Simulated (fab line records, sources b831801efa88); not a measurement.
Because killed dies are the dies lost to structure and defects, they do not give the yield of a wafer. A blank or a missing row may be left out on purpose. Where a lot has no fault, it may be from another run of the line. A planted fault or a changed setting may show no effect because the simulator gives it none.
Chamber matching :: flow sky130 :: SKY_SONOS_ONO_ETCH_15 on rie_diel-03: 4 sister chambers
The step etches the open film in CHF3/O2, target depth 19.52 nm, time 7.8 s. 8 wafers are shown with their chamber, then 7 later ones without.

== WAFERS WITH THEIR CHAMBER ==
wafer: L075.4
chamber: 0
drypump_motor_current_A (A): 5.9
throttle_valve_pct (%): 8.820

wafer: L084.3
chamber: 2
drypump_motor_current_A (A): 6.3
throttle_valve_pct (%): 8.833

wafer: L084.4
chamber: 1
drypump_motor_current_A (A): 6.2
throttle_valve_pct (%): 8.830

wafer: L088.2
chamber: 3
drypump_motor_current_A (A): 6.0
throttle_valve_pct (%): 8.816

wafer: L088.3
chamber: 0
drypump_motor_current_A (A): 5.9
throttle_valve_pct (%): 8.830

wafer: L088.5
chamber: 3
drypump_motor_current_A (A): 6.0
throttle_valve_pct (%): 8.813

wafer: L089.1
chamber: 1
drypump_motor_current_A (A): 6.2
throttle_valve_pct (%): 8.827

wafer: L089.2
chamber: 2
drypump_motor_current_A (A): 6.4
throttle_valve_pct (%): 8.832

== WAFERS WHOSE CHAMBER IS MISSING ==
wafer: L089.6
drypump_motor_current_A (A): 6.4
throttle_valve_pct (%): 8.818

wafer: L091.3
drypump_motor_current_A (A): 5.8
throttle_valve_pct (%): 8.831

wafer: L091.4
drypump_motor_current_A (A): 6.0
throttle_valve_pct (%): 8.829

wafer: L091.5
drypump_motor_current_A (A): 6.2
throttle_valve_pct (%): 8.844

wafer: L093.1
drypump_motor_current_A (A): 6.4
throttle_valve_pct (%): 8.826

wafer: L093.2
drypump_motor_current_A (A): 5.8
throttle_valve_pct (%): 8.824

wafer: L093.3
drypump_motor_current_A (A): 6.0
throttle_valve_pct (%): 8.821

== THE CHAMBER EACH PASSED THROUGH ==
wafer: L089.6
from the rows above: 2
in truth: 2

wafer: L091.3
from the rows above: 0
in truth: 0

wafer: L091.4
from the rows above: can't be placed: 0 or 3
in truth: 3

wafer: L091.5
from the rows above: can't be placed: 1 or 2
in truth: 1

wafer: L093.1
from the rows above: 2
in truth: 2

wafer: L093.2
from the rows above: 0
in truth: 0

wafer: L093.3
from the rows above: can't be placed: 3 or 0
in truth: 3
Correctly placed: 4 of 7. Not placeable from these rows: 3 (in 3, the candidates include the true chamber). 0 placed wrongly.
How it was worked out, from the rows above alone: a wafer's distance from a chamber is the root of the sum, over the readings, of the square of ((its reading less the chamber's mean) divided by the reading's scatter). The wafer belongs to the nearest chamber; if the next one is less than 2 further off, it can't be placed. The mean given for a chamber averages the wafers shown for that chamber. How the scatter is found: for the shown wafers, subtract from each reading the mean of its chamber, square and add these, divide the total by (wafers less chambers), then take the root.
